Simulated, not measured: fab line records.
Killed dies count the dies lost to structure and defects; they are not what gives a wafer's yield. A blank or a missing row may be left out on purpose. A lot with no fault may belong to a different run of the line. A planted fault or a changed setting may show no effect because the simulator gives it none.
The tool behind it: which one?	flow gf180mcu	6 lots with 18 wafers sampled at 2 steps, on a route of 602 steps

## WHAT THE GAUGES READ, wafer by wafer
GF_V2_OVL_MEAS_15.
lot	measured	on	V2_OVL (nm)
L266	day 23 02:51	overlay-01	2 3 2
L268	day 24 00:19	overlay-02	0 -4 6
L271	day 24 19:37	overlay-02	-3 4 -2
L273	day 25 12:28	overlay-01	4 0 9
L276	day 26 05:55	overlay-02	-6 -7 -3
L278	day 27 02:13	overlay-02	5 7 5

## WHAT TOOL EACH LOT RAN ON (gives the tool, then ch and the chambers of the sampled wafers, and finally the start)
lot	GF_M2_METAL_ETCH_16
L266	rie metal-04 ch 0,1, day 22 02:09
L268	rie metal-02 ch 0,1, day 23 00:13
L271	rie metal-01 ch 0,1, day 23 20:50
L273	rie metal-02 ch 0,1, day 24 13:43
L276	rie metal-04 ch 0, day 25 07:29
L278	rie metal-02 ch 0, day 26 04:28
- GF_M2_METAL_ETCH_16: etches the open film in Cl2/BCl3, stops on SiO2, target depth 750.8 nm, time 125.1 s.

## THE ANSWER, worked out from the rows above alone
Rule: the usual values come from the lots themselves. The widest of any qualifying gaps counts: lots, ordered by their means at a reading, are off when they make up no more than a third of the lots, leave a main group of 4 or more, and stand apart from it by 3 or more times the standard deviation of that group's means. A main group whose means are all the same, to the digits that the tables above print for the reading, isn't used. Also off: a lot with no number at a reading for which 4 or more lots have one. The other lots that the step has rows for count as sound.
No lot is off on any of the readings shown, so nothing can be concluded from this.

## WHAT THE SIMULATOR PUT IN
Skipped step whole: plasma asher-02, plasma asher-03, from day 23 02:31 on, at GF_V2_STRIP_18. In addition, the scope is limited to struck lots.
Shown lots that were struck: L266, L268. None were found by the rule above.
